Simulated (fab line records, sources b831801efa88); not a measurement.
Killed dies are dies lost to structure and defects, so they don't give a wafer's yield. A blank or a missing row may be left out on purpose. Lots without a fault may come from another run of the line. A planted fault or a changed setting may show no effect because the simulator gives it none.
Which tool did it? | flow gf180mcu | 13 lots, 38 wafers sampled, at 5 steps of a route of 602

WHAT THE GAUGES READ, wafer by wafer
GF_M2_CD_MEAS_14: target cd 280 nm.
lot  | measured     | on        | cd_nm (nm)
L718 | day 19 05:48 | cd_sem-01 | 281.3 281.3 280.7
L719 | day 19 11:59 | cd_sem-02 | 279.9 279.8 279.2
L720 | day 20 05:54 | cd_sem-02 | 280.2 279.5 280.3
L721 | day 20 13:47 | cd_sem-02 | 281.0 281.6 282.2
L723 | day 21 01:20 | cd_sem-01 | 279.3 279.5 279.9
L722 | day 21 05:40 | cd_sem-01 | 280.2 279.6 280.6
L724 | day 21 12:55 | cd_sem-02 | 280.7 281.9 282.1
L725 | day 21 22:54 | cd_sem-01 | 280.3 281.7 281.4
L729 | day 23 09:59 | cd_sem-01 | 279.6 281.3
L734 | day 25 00:10 | cd_sem-02 | 279.9 280.0 279.6
L736 | day 25 14:17 | cd_sem-01 | 281.2 281.4 282.2
L739 | day 26 12:58 | cd_sem-01 | 280.1 280.1 281.0
L740 | day 26 17:45 | cd_sem-01 | 281.3 282.5 280.6

GF_M2_OVL_MEAS_15.
lot  | measured     | on         | M2_OVL (nm)
L718 | day 19 05:54 | overlay-01 | 3 7 4
L719 | day 19 12:07 | overlay-02 | 10 3 8
L720 | day 20 05:59 | overlay-02 | 12 7 6
L721 | day 20 13:55 | overlay-01 | 20 9 8
L723 | day 21 01:27 | overlay-02 | 12 16 10
L722 | day 21 05:46 | overlay-02 | 5 13 5
L724 | day 21 13:01 | overlay-02 | -3 0 -1
L725 | day 21 23:00 | overlay-02 | 7 -1 0
L729 | day 23 10:07 | overlay-01 | -2 6
L734 | day 25 00:16 | overlay-01 | 6 -3 11
L736 | day 25 14:24 | overlay-01 | 2 9 17
L739 | day 26 13:04 | overlay-02 | 10 12 9
L740 | day 26 17:50 | overlay-02 | 6 -1 4

GF_V2_THK_MEAS_01.
lot  | measured     | on            | V2_CVD_00_THK (nm)
L718 | day 19 06:40 | film_metro-02 | 594 598 595
L719 | day 19 12:55 | film_metro-02 | 598 601 603
L720 | day 20 06:44 | film_metro-04 | 596 602 600
L721 | day 20 14:41 | film_metro-01 | 594 596 609
L723 | day 21 02:39 | film_metro-02 | 584 600 596
L722 | day 21 06:46 | film_metro-02 | 599 600 607
L724 | day 21 13:48 | film_metro-04 | 609 600 586
L725 | day 21 23:48 | film_metro-01 | 596 591 596
L729 | day 23 10:53 | film_metro-04 | 571 586 571 587
L734 | day 25 01:14 | film_metro-02 | 615 591 603
L736 | day 25 15:09 | film_metro-02 | 604 616 619
L739 | day 26 13:49 | film_metro-02 | 609 597 602
L740 | day 26 18:37 | film_metro-04 | 601 607 604

GF_V2_THK_MEAS_03.
lot  | measured     | on            | V2_CVD_02_THK (nm)
L718 | day 19 06:47 | film_metro-04 | 837 850 851
L719 | day 19 13:03 | film_metro-01 | 846 859 869
L720 | day 20 06:52 | film_metro-02 | 830 856 841
L721 | day 20 14:49 | film_metro-02 | 852 829 841
L723 | day 21 02:47 | film_metro-02 | 851 861 835
L722 | day 21 06:53 | film_metro-04 | 834 864 860
L724 | day 21 13:56 | film_metro-01 | 852 866 859
L725 | day 21 23:56 | film_metro-04 | 838 838 845
L729 | day 23 12:55 | film_metro-01 | 820 837
L734 | day 25 01:22 | film_metro-04 | 830 833 840
L736 | day 25 15:17 | film_metro-02 | 837 835 857
L739 | day 26 13:57 | film_metro-04 | 849 855 859
L740 | day 26 18:44 | film_metro-04 | 848 858 866

WHICH TOOL RAN EACH LOT (tool, then ch and the chambers of the sampled wafers, then the start)
lot  | GF_V2_CVD_00
L718 | hdpcvd-02 ch 1,2, day 19 06:35
L719 | hdpcvd-02 ch 0,1, day 19 12:47
L720 | hdpcvd-02 ch 0,1,2, day 20 06:41
L721 | hdpcvd-02 ch 1,2, day 20 14:37
L723 | hdpcvd-02 ch 0,1,2, day 21 02:35
L722 | hdpcvd-02 ch 0,1, day 21 06:39
L724 | hdpcvd-02 ch 1,2, day 21 13:43
L725 | hdpcvd-01 ch 1,2, day 21 23:41
L729 | hdpcvd-02 ch 0,2, day 23 10:49
L734 | hdpcvd-01 ch 0,1,2, day 25 01:10
L736 | hdpcvd-01 ch 0,1,2, day 25 15:05
L739 | hdpcvd-01 ch 0,1,2, day 26 13:44
L740 | hdpcvd-01 ch 1,2, day 26 18:31
- GF_V2_CVD_00: deposits SiO2, target thk 600 nm, time 100 s.

WHAT THE TOOLS THEMSELVES READ (means of the sampled wafers that have a number; where no wafer has one, the mark that the record gives instead)
The record holds no such reading with a usual standard deviation.

THE ANSWER, worked out from the rows above alone
Rule: what is usual is taken from the lots themselves. Put in order of their means at a reading, lots are off if they are a third of the lots or fewer, leave a main group of 4 or more, and stand apart from it by a gap of 3 or more times the standard deviation of the main group's means; of several such gaps the widest counts. A main group whose means are all the same, to the digits that the tables above print for the reading, isn't used. A lot without any number at a reading at which 4 lots or more have one is off too. The other lots that the step has rows for count as sound. The gauges are gone through in route order, then the tools' own readings, and for those a lot's mean is taken as printed above. The first step at which some lot is off is used, and at that step the reading that is off furthest; a lot without a number counts as furthest.
No lot is off at any reading shown: from this, nothing can be told.

WHAT THE SIMULATOR HAD PUT IN
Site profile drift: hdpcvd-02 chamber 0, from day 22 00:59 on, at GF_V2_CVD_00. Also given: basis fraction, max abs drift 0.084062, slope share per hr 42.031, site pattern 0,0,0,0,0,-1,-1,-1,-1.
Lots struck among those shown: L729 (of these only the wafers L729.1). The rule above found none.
